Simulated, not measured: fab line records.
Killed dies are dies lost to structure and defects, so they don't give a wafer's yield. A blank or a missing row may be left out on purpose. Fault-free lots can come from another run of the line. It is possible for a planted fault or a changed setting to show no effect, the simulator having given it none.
A lot that was struck, set against a sound lot || flow sky130 || 19 steps out of a route of 708
Sound: these wafers, L837.1, L837.4, L837.5. Wafers struck: L843.1, L843.4, L843.6. The cause is given at the end.
At each step with rows: each side's tool, then ch and its chambers, then its first start. Under that, the readings that differ: sound wafers || struck wafers || difference of the means || sigmas: that difference in standard deviations of wafers without a fault.
alike: readings with means less than 2 such deviations apart, plus words and numbers identical on both sides. not compared: withheld readings, readings lacking a value on some wafer, bounds such as >300 that could conceal the same value, and numbers that have no deviation in the record and whose values overlap.
A row with sigmas, a row that says differs or no value, or rows on one side alone: a step with any of these is where the two part. Numbers that don't overlap but have no deviation are shown without sigmas and don't part them. Lack of a reading on every wafer of one side parts them only where that side has two or more wafers.

first, 2 steps without rows for these wafers: SKY_GATE_OXIDE_IMPLANT_11; SKY_GATE_OXIDE_WET_ETCH_12 (etches SiO2 in dHF, target depth 16.8 nm, time 336 s).
SKY_GATE_OXIDE_STRIP_13: strips in O2/N2.
  sound on plasma asher-02 ch 1, day 16 09:46; struck on plasma asher-01 ch 0,1, day 18 23:31
{"reading": "drypump motor current A (A)", "sound": "5.53 5.51 5.53", "struck": "6.09 6.15 6.15", "difference": "+0.61", "sigmas": "+2"}
  alike: oes product au, strip time to endpoint s
  not compared: rf hours counter h
SKY_GATE_OXIDE_TW_MEAS_14:
  sound on film metro-02 at day 16 09:52; struck on film metro-04 at day 18 23:37
{"reading": "GATE_OXIDE_TW", "sound": "231 230 231", "struck": "219 220 220", "difference": -11, "sigmas": -2}
then, 3 steps without rows for these wafers: SKY_GATE_OXIDE_CLEAN_15 (cleans in SC1/SC2, time 150 s); SKY_GATE_OXIDE_OXIDATION_16 (stabilise 600 s, purge 300 s, target thk 3.57 nm); SKY_POLY_GATE_CVD_00 (deposits poly-Si, target thk 180 nm, time 720 s).
SKY_POLY_GATE_THK_MEAS_01:
  sound on film metro-01 at day 16 13:42; struck on film metro-02 at day 19 02:42
  alike: POLY_GATE_CVD_00_THK
then, 4 steps without rows for these wafers: SKY_RES_PROTECT_DEHYDRATE_00 (time 60 s); SKY_RES_PROTECT_HMDS_01 (prime time 60 s); SKY_RES_PROTECT_COAT_02 (resist thk 1140 nm); SKY_RES_PROTECT_SOFTBAKE_03 (time 60 s).
SKY_RES_PROTECT_EXPOSE_04: exposes mask RPM, target cd 1270 nm.
  sound on iline stepper-01 ch 0, day 17 02:53; struck on iline stepper-02 ch 0, day 19 17:11
{"reading": "mask", "sound": "RPM#0 RPM#0 RPM#0", "struck": "TUNM#0 TUNM#0 TUNM#0", "difference": "differs", "sigmas": ""}
then, 3 steps without rows for these wafers: SKY_RES_PROTECT_PEB_05; SKY_RES_PROTECT_DEVELOP_06 (develop time 60 s); SKY_POLY_GATE_IMPLANT_02.
SKY_RES_PROTECT_STRIP_07: strips in O2/N2.
  sound on plasma asher-02 ch 1, day 17 17:25; struck on plasma asher-02 ch 0,1, day 20 09:01
  alike: drypump motor current A, oes product au, strip time to endpoint s
  not compared: rf hours counter h
SKY_RES_PROTECT_TW_MEAS_08:
  sound on film metro-04 at day 17 17:31; struck on film metro-01 at day 20 09:20
{"reading": "POLY_GATE_TW", "sound": "3998 3954 3968", "struck": "30 30 30", "difference": -3943, "sigmas": -48}
  not compared: hold
SKY_PAD_OPEN_PROBE_99:
  sound wafers here have rows in the record (prober-01, day 47 12:10); struck ones have none

== WHERE THEY PART ==
First at SKY_GATE_OXIDE_STRIP_13; last, within this record, at SKY_PAD_OPEN_PROBE_99.

WHY: whatever the simulator had introduced
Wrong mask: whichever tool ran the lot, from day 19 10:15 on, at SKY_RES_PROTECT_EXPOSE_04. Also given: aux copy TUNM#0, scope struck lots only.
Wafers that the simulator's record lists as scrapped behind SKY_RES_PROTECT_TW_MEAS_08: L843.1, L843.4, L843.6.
